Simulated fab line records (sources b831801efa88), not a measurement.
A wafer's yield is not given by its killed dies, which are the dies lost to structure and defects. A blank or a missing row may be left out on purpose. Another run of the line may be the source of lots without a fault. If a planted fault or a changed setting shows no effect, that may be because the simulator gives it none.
Chamber matching / flow sky130 / 3 sister chambers for SKY_VIA1_HDPCVD_00 on hdpcvd-02
The step deposits SiO2, target thk 1030 nm, time 171.7 s. 6 wafers are shown with their chamber, then 7 later ones without.

EACH WAFER AND ITS CHAMBER
wafer=L243.4; chamber=1; susceptor_temp_C (C)=400.37
wafer=L248.1; chamber=0; susceptor_temp_C (C)=400.16
wafer=L248.4; chamber=1; susceptor_temp_C (C)=399.77
wafer=L248.5; chamber=0; susceptor_temp_C (C)=400.04
wafer=L253.1; chamber=2; susceptor_temp_C (C)=400.06
wafer=L253.4; chamber=2; susceptor_temp_C (C)=399.86

WAFERS WITH NO CHAMBER GIVEN
wafer=L253.5; susceptor_temp_C (C)=400.19
wafer=L257.2; susceptor_temp_C (C)=400.23
wafer=L257.4; susceptor_temp_C (C)=400.28
wafer=L257.6; susceptor_temp_C (C)=400.19
wafer=L260.2; susceptor_temp_C (C)=400.09
wafer=L260.3; susceptor_temp_C (C)=399.75
wafer=L260.6; susceptor_temp_C (C)=399.95

WHICH CHAMBER EACH WENT THROUGH
wafer=L253.5; from the rows above=can't be placed: 0 or 1 or 2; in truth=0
wafer=L257.2; from the rows above=can't be placed: 0 or 1 or 2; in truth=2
wafer=L257.4; from the rows above=can't be placed: 0 or 1 or 2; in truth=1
wafer=L257.6; from the rows above=can't be placed: 0 or 1 or 2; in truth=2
wafer=L260.2; from the rows above=can't be placed: 0 or 1 or 2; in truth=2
wafer=L260.3; from the rows above=can't be placed: 2 or 1 or 0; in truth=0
wafer=L260.6; from the rows above=can't be placed: 2 or 1 or 0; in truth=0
Correct placement for 0 of the 7. From these rows, 7 cannot be placed; in 7 the true chamber is one of the candidates. Wrongly placed: 0.
How it was worked out, from the rows above alone: a wafer's distance from a chamber is the root of the sum, over the readings, of the square of ((its reading less the chamber's mean) divided by the reading's scatter). If the next closest chamber is less than 2 further off than the closest, the wafer can't be placed; otherwise it belongs to the closest. Each chamber's mean is taken over the wafers shown for it. The scatter: take each reading less its chamber's mean, square it, sum over the shown wafers, divide by the number of wafers less the number of chambers, and take the root.
